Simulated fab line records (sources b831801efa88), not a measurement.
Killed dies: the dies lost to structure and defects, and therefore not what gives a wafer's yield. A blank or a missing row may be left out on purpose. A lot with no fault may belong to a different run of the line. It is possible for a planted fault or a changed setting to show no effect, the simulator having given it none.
2 desks, one fault ; flow sky130 ; only its own numbers are on each desk; what lay behind them is given at the end

TOOL OWNER'S DESK, implanter-03
The tool's own readings at SKY_NWELL_IMPLANT_11: means of the sampled wafers that have a number, for each lot that ran on this tool. Marked OUT: a lot whose mean sits more than 4 standard deviations from the usual mean, which makes it out of limits; the brackets give that distance.
Columns: A = dose-ions-cm2 at SKY_NWELL_IMPLANT_11, usual 1.9001e+13; B = faraday-current-uA at SKY_NWELL_IMPLANT_11, usual 107.2
lot;first seen here;A;B
L441;day 7 01:25;1.0891e+13 (-99 or more) OUT;61.6 (-23) OUT
L442;day 7 04:58;1.0896e+13 (-99 or more) OUT;62.5 (-22) OUT
This desk's finding: out of limits on L441, L442; first on L441, day 7 01:25 (dose-ions-cm2 at SKY_NWELL_IMPLANT_11). In limits: none.

AT THE METROLOGY DESK
What the gauges read, lot by lot, whatever tool the lot ran on: means of the sampled wafers that have a number. Marked OUT: a lot whose mean sits more than 4 standard deviations from the usual mean, which makes it out of limits; the brackets give that distance.
Columns: A = NWELL_00_OVL at SKY_NWELL_OVL_MEAS_10, usual 1.6 nm; B = NWELL_TW at SKY_NWELL_TW_MEAS_15, usual 1816; C = NWELL_2_TW at SKY_NWELL_TW_MEAS_26, usual 495; D = NWELL_RS at SKY_NWELL_RS_MEAS_29, usual 625.1 ohm/sq
lot;first seen here;A;B;C;D
L431;day 4 19:21;2.9;1823;500;623.4
L432;day 4 20:34;2.9;1825;501;624.8
L434;day 5 08:01;2.1;1787;500;625.3
L435;day 5 13:01;2.0;1827;498;625.4
L441;day 7 01:22;-0.2;1536 (-16) OUT;497;842.7 (+99 or more) OUT
L442;day 7 04:55;2.8;1538 (-16) OUT;499;838.5 (+99 or more) OUT
L445;day 7 23:34;-0.8;1796;488;626.5
L448;day 8 16:06;3.8;1786;499;628.0
L450;day 9 05:16;1.4;1828;500;624.7
L451;day 9 09:45;0.7;1832;486;626.5
L453;day 9 21:10;0.8;1798;499;624.1
L454;day 10 03:55;0.4;1823;486;624.8
This desk's finding: out of limits on L441, L442; first on L441, day 7 01:57 (NWELL_TW at SKY_NWELL_TW_MEAS_15). L431, L432, L434, L435, L445, L448, L450, L451, L453, L454: within limits.

ALL TOGETHER
The tool owner's desk had the chance to raise an alarm at day 7 01:25 on L441, L442.
An alarm was possible from the metrology desk at day 7 01:57, on L441, L442.
The lots listed all ran SKY_NWELL_IMPLANT_11 on implanter-03.

WHAT THE SIMULATOR HAD INSERTED
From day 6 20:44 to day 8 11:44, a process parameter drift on implanter-03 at SKY_NWELL_IMPLANT_11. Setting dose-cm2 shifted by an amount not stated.
Struck lots among those shown: L441, L442.
Delay (hours) between the fault's onset and each desk's first out-of-limits reading: 5 at the tool owner's desk, 5 at the metrology desk.
